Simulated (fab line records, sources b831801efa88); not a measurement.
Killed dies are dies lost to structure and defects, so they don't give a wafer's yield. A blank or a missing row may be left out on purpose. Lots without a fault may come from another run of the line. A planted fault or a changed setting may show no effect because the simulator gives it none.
A struck lot beside a sound one | flow sky130 | 16 steps out of a route of 708
Sound: wafers L198.2, L198.3, L198.6. Struck: wafer L206.1. (L206.3 of the same lot was not struck and is left out.) The cause comes at the end.
At each step with rows: each side's tool, then ch and its chambers, then its first start. Under that, the readings that differ: sound wafers | struck wafers | difference of the means | sigmas: that difference in standard deviations of wafers without a fault.
alike: readings whose means differ by less than 2 such deviations, and words and numbers that are the same on both sides. not compared: withheld readings, readings that some wafer has no value for, bounds like >300 that may hide the same value, and numbers for which the record gives no deviation and whose values overlap.
The two part at a step that has a row with sigmas, a row that says differs or no value, or rows on one side only. Numbers that don't overlap but have no deviation are shown without sigmas and don't part them. A reading that every wafer of one side lacks parts them only if that side has two wafers or more.

first, 3 steps without rows for these wafers: SKY_LI_CONTACT_EXPOSE_09 (exposes mask LICM1, target cd 170 nm); SKY_LI_CONTACT_PEB_10; SKY_LI_CONTACT_DEVELOP_11 (develop time 60 s).
SKY_LI_CONTACT_CD_MEAS_12: target cd 170 nm.
  sound on cd_sem-02, day 31 18:22; struck on cd_sem-01, day 33 21:42
  alike: cd_nm
SKY_LI_CONTACT_OVL_MEAS_13:
  sound on overlay-01, day 31 18:28; struck on overlay-02, day 33 21:49
  alike: LI_CONTACT_OVL
SKY_LI_CONTACT_ETCH_14: etches BARC in N2/H2, stops on SiO2, time 45.9 s, target depth 60 nm.
  sound on rie_diel-03 ch 0,2,3, day 31 18:30; struck on rie_diel-04 ch 1, day 33 21:51
  alike: drypump_motor_current_A, n2_flow_sccm, oes_product_au, throttle_valve_pct
  not compared: rf_hours_counter_h
then, 1 step without rows for these wafers: SKY_LI_CONTACT_ETCH_15 (etches PSG in C4F8/O2/Ar, stops on Si, target depth 600 nm).
SKY_LI_CONTACT_STRIP_16: strips in O2/N2.
  sound on plasma_asher-01 ch 0,1, day 31 18:38; struck on plasma_asher-02 ch 1, day 33 21:59
  reading             | sound             | struck | difference | sigmas
  n2_flow_sccm (sccm) | 301.0 301.5 299.8 | 298.9  | -1.9       | -2
  alike: drypump_motor_current_A, oes_product_au, strip_time_to_endpoint_s
  not compared: rf_hours_counter_h
then, 2 steps without rows for these wafers: SKY_LI_CONTACT_CLEAN_17 (cleans in NMP, time 600 s); SKY_LI_CONTACT_PRE_CLEAN_18 (time 5.6 s).
SKY_LI_CONTACT_SPUTTER_19: material Ti, target thk 20 nm, time 106.37 s.
  sound on pvd_sputter-01, day 31 18:56; struck on pvd_sputter-04, day 33 22:17
  alike: substrate_temp_c, throttle_valve_pct
SKY_LI_CONTACT_SPUTTER_20: material TiN, target thk 20 nm, time 80 s.
  sound on pvd_sputter-01, day 31 19:00; struck on pvd_sputter-04, day 33 22:22
  alike: throttle_valve_pct
SKY_LI_CONTACT_CVD_21: deposits W, target thk 400 nm, time 120.56 s.
  sound on cvd_w-01 ch 0, day 31 19:04; struck on cvd_w-01 ch 1, day 33 22:26
  reading                                  | sound             | struck | difference | sigmas
  model.W_of_LI_CONTACT_CVD_21.thk_nm (nm) | 402.7 400.5 404.1 | 423.9  | +21.5      |
  alike: heater_power_w
SKY_LI_CONTACT_RS_MEAS_22: measures by four-point-probe.
  sound on film_metro-03, day 31 19:13; struck on film_metro-01, day 33 22:50
  reading                  | sound                | struck | difference | sigmas
  LI_CONTACT_W_RS (ohm/sq) | 0.2840 0.2849 0.2823 | 0.2680 | -0.0157    | -6
  not compared: hold
SKY_LI_CONTACT_THK_MEAS_23: measures by xrf.
  sound on film_metro-03, day 31 19:19; struck on film_metro-01, day 34 00:47
  reading               | sound       | struck | difference | sigmas
  LI_CONTACT_W_THK (nm) | 411 411 415 | 426    | +14        | +2
  not compared: hold
SKY_LI_CONTACT_CMP_24: polishes, stops on PSG, t overpolish 20 s, target thk 0 nm.
  sound on cmp-02 ch 0,1, day 31 19:22; struck on cmp-01 ch 3, day 34 03:17
  reading             | sound          | struck                   | difference                   | sigmas
  hold                | - - -          | await_dispo/2.4h/release | no value on the sound wafers |
  motor_current_A (A) | 11.5 11.5 11.5 | 8.9                      | -2.6                         | -3

WHERE THEY PART
First at SKY_LI_CONTACT_STRIP_16; last, within this record, at SKY_LI_CONTACT_CMP_24.

WHY: what the simulator had put in
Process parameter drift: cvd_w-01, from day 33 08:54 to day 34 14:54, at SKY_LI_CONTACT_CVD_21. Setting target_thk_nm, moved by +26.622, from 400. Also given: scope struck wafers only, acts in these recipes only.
